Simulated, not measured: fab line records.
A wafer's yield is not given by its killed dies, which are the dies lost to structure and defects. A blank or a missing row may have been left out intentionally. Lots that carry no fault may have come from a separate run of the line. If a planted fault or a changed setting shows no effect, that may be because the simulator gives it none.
2 desks, one fault    flow sky130    numbers are kept per desk, each desk with only its own; the story behind them comes last

## FROM THE METROLOGY DESK
Means of the sampled wafers that have a number, per lot and without regard to the tool the lot ran on: this is what the gauges read. The brackets show how far a lot's mean lies from the usual mean; more than 4 standard deviations puts the lot out of limits, marked OUT.
Columns: A = METAL5_ALCU_THK at SKY_METAL5_THK_MEAS_06, usual 1174 nm
lot   first seen here  A
L341  day 43 06:50     1173
L342  day 43 09:22     1162
L344  day 44 00:23     1177
L346  day 44 12:23     1173
L350  day 45 15:26     1182
L351  day 46 00:08     1182
L352  day 46 01:36     1176
L353  day 47 05:17     1171
L359  day 47 13:51     1188
L360  day 47 19:52     1186
L361  day 48 07:40     1168
L363  day 48 15:01     1173
L362  day 48 15:11     1169
This desk's verdict: no lot among the 13 shows anything out of limits.

## TOOL OWNER'S DESK, cvd w-01
The tool's own readings at SKY_LI_CONTACT_CVD_21 (deposits W, target thk 400 nm, time 120.56 s): means of the sampled wafers that have a number, for each lot that ran on this tool. The brackets show how far a lot's mean lies from the usual mean; more than 4 standard deviations puts the lot out of limits, marked OUT.
Columns: A = heater power outer w at SKY_LI_CONTACT_CVD_21, usual 485 W; B = heater power w at SKY_LI_CONTACT_CVD_21, usual 822 W
lot   first seen here  A    B
L341  day 29 14:17     496  797
L344  day 30 10:46     491  797
L350  day 32 11:40     492  779
L351  day 32 21:56     503  802
L360  day 35 08:37     493  787
L361  day 35 21:32     491  804
L362  day 36 09:34     491  825
This desk's verdict: no lot among the 7 shows anything out of limits.

## PUT TOGETHER
At the metrology desk, nothing out of limits was observed.
Nothing out of limits was seen by the tool owner's desk.

## WHAT THE SIMULATOR HAD PUT IN
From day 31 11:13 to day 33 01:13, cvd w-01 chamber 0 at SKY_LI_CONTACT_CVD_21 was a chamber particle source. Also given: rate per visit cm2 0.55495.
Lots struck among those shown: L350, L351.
